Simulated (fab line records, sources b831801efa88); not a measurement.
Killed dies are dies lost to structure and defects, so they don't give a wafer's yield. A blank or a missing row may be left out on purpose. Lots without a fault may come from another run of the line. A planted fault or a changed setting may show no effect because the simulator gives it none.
Problem report in the 8D (eight disciplines) form, filled by code | flow sky130 | the parts of the form that need people (team, actions taken, sign-off) are left out

1. THE PROBLEM
cd_nm at SKY_METAL2_CD_MEAS_15 reads a mean of 91.3 nm on 3 wafers of 1 lot; wafers without a fault read 140.0 nm with a standard deviation of 1.4. That is -35 standard deviations from the usual mean.
The step: target cd 140 nm.
First seen on wafer L106.2, day 40 13:44, on cd_sem-02. The record holds 39 wafers of 13 lots with a number at this step. Rule for "out", or "out of limits": more than 4 standard deviations from the usual mean. The other wafers with a number count as sound.

2. WHAT IT IS AND WHAT IT IS NOT
question                    | is                     | is not
which readings at this step | cd_nm                  | -
which lots                  | L106                   | L100, L101, L112, L990, L991, L993, L994, L995, L996, L997, L998, L999
which wafers of those lots  | all that have a number | -
read on which gauges        | cd_sem-02              | cd_sem-01
when                        | from day 40 13:44      | up to then (33 sound wafers); but 3 sound wafers of L112 came after

3. SUSPECTS, AND WHAT RULES EACH OUT
Counting: a tool at a process step up to the reading stays a suspect if it ran every lot that is out and no sound lot after the first of them.
- the gauge at SKY_METAL2_CD_MEAS_15: ruled out. All the wafers that are out were read on cd_sem-02, but those of them that SKY_METAL2_EXPOSE_12 has rows for are out there too, on other tools.
- pvd_sputter-01 at SKY_METAL2_SPUTTER_04 (material TiN, target thk 70 nm, time 58.3 s): kept. It ran the lot that is out, L106 (day 39 13:14), and no sound lot after that; its last sound lot up to then is L101 (day 37 22:42).
- krf_scanner-02 at SKY_METAL2_EXPOSE_12 (exposes mask MM2, target cd 140 nm): kept. It ran the lot that is out, L106 (day 40 01:14), and no sound lot after that; its last sound lot up to then is L101 (day 38 12:27). Its own readings are out on those wafers: exposure_dose_mJ_cm2.
Left after counting: pvd_sputter-01 at SKY_METAL2_SPUTTER_04, krf_scanner-02 at SKY_METAL2_EXPOSE_12.

4. THE CAUSE (what the simulator had put in)
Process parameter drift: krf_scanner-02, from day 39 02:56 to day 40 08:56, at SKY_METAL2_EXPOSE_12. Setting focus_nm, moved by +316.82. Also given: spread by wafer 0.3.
Counting left 2 suspects, and this tool is among them.

5. THE CHAIN OF EFFECTS, in route order
Each row: a reading whose mean over the struck wafers that have a number lies more than 3 standard deviations from the usual. Only readings for which the record gives a usual standard deviation are gone through. hours: the time from each lot's start at the first step in this table that gives one to its start at this step, as a median over the lots. sigmas: the change in usual standard deviations.
hours | step                  | reading              | usual    | on struck wafers | change | sigmas
0     | SKY_METAL2_EXPOSE_12  | exposure_dose_mJ_cm2 | 27.96    | 25.76            | -2.20  | -71
12    | SKY_METAL2_CD_MEAS_15 | cd_nm                | 140.0 nm | 91.3             | -48.7  | -35
The process steps in it:
- SKY_METAL2_EXPOSE_12: exposes mask MM2, target cd 140 nm.

6. WHAT WOULD HAVE CAUGHT IT SOONER
In this record the first reading out of limits at a measuring or inspecting step was taken at day 40 13:44, 35 hours after the fault began at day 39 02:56.
The tool's own readings at SKY_METAL2_EXPOSE_12 were out on every struck wafer that the step has a row for (exposure_dose_mJ_cm2): an alarm limit on them would have fired on the first of those.
All the lots that are out (1) had begun SKY_METAL2_EXPOSE_12 on krf_scanner-02 by day 40 13:44. A hold on the tool at that time would have spared none of them.
